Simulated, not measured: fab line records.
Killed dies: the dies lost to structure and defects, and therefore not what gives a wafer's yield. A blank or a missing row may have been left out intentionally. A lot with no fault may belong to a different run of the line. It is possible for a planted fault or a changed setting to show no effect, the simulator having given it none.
The tool behind it: which one? :: flow sky130 :: 12 lots (36 wafers sampled), 1 step of a 708-step route

WHAT THE GAUGES READ, wafer by wafer
SKY_FIELD_ISO_THK_MEAS_04. Usual: FIELD_ISO_CVD_03_THK typically reads 164.7 nm, with standard deviation 1.3.
lot: L758
measured: day 1 14:43
on: film_metro-01
FIELD_ISO_CVD_03_THK (nm): 166.3 164.9 165.7
flag: 

lot: L760
measured: day 2 01:34
on: film_metro-02
FIELD_ISO_CVD_03_THK (nm): 164.5 164.8 166.3
flag: 

lot: L762
measured: day 2 09:31
on: film_metro-02
FIELD_ISO_CVD_03_THK (nm): 163.1 164.6 163.0
flag: 

lot: L765
measured: day 3 02:25
on: film_metro-04
FIELD_ISO_CVD_03_THK (nm): 165.6 165.4 165.0
flag: 

lot: L767
measured: day 3 11:58
on: film_metro-02
FIELD_ISO_CVD_03_THK (nm): 164.1 164.2 165.1
flag: 

lot: L772
measured: day 4 14:14
on: film_metro-04
FIELD_ISO_CVD_03_THK (nm): 164.6 164.4 164.3
flag: 

lot: L773
measured: day 4 17:26
on: film_metro-01
FIELD_ISO_CVD_03_THK (nm): 165.6 167.2 166.0
flag: 

lot: L774
measured: day 4 22:20
on: film_metro-04
FIELD_ISO_CVD_03_THK (nm): 163.7 163.7 162.3
flag: 

lot: L778
measured: day 5 19:33
on: film_metro-01
FIELD_ISO_CVD_03_THK (nm): 166.9 166.5 166.5
flag: 

lot: L779
measured: day 5 23:23
on: film_metro-02
FIELD_ISO_CVD_03_THK (nm): 166.5 165.7 166.6
flag: 

lot: L780
measured: day 6 05:01
on: film_metro-02
FIELD_ISO_CVD_03_THK (nm): 166.9 165.9 167.6
flag: 

lot: L781
measured: day 6 11:32
on: film_metro-04
FIELD_ISO_CVD_03_THK (nm): 164.7 165.2 163.7
flag: 

WHICH TOOL RAN EACH LOT (tool, then ch and the chambers of the sampled wafers, then the start)
No process step before these readings appears in the record.

AS READ BY THE TOOLS THEMSELVES (means over the sampled wafers that have a number; for cases with no such wafer, the mark the record gives instead)
The record holds no such reading with a usual standard deviation.

THE ANSWER, worked out from the rows above alone
Rule: a lot is off if the mean of its wafers that have a number lies more than 3 standard deviations from the usual mean. A lot without any number at a reading at which 4 lots or more have one is off too. All remaining lots with rows at the step are treated as sound. Order of review: gauges by route order, followed by the tools' own readings, for which a lot's mean as printed above is used. At the first step where some lot is off, the reading lying furthest off is the one used; lots without a number count as furthest.
Across all readings shown, no lot is off: no conclusion can be drawn from this.

WHAT THE SIMULATOR HAD PUT IN
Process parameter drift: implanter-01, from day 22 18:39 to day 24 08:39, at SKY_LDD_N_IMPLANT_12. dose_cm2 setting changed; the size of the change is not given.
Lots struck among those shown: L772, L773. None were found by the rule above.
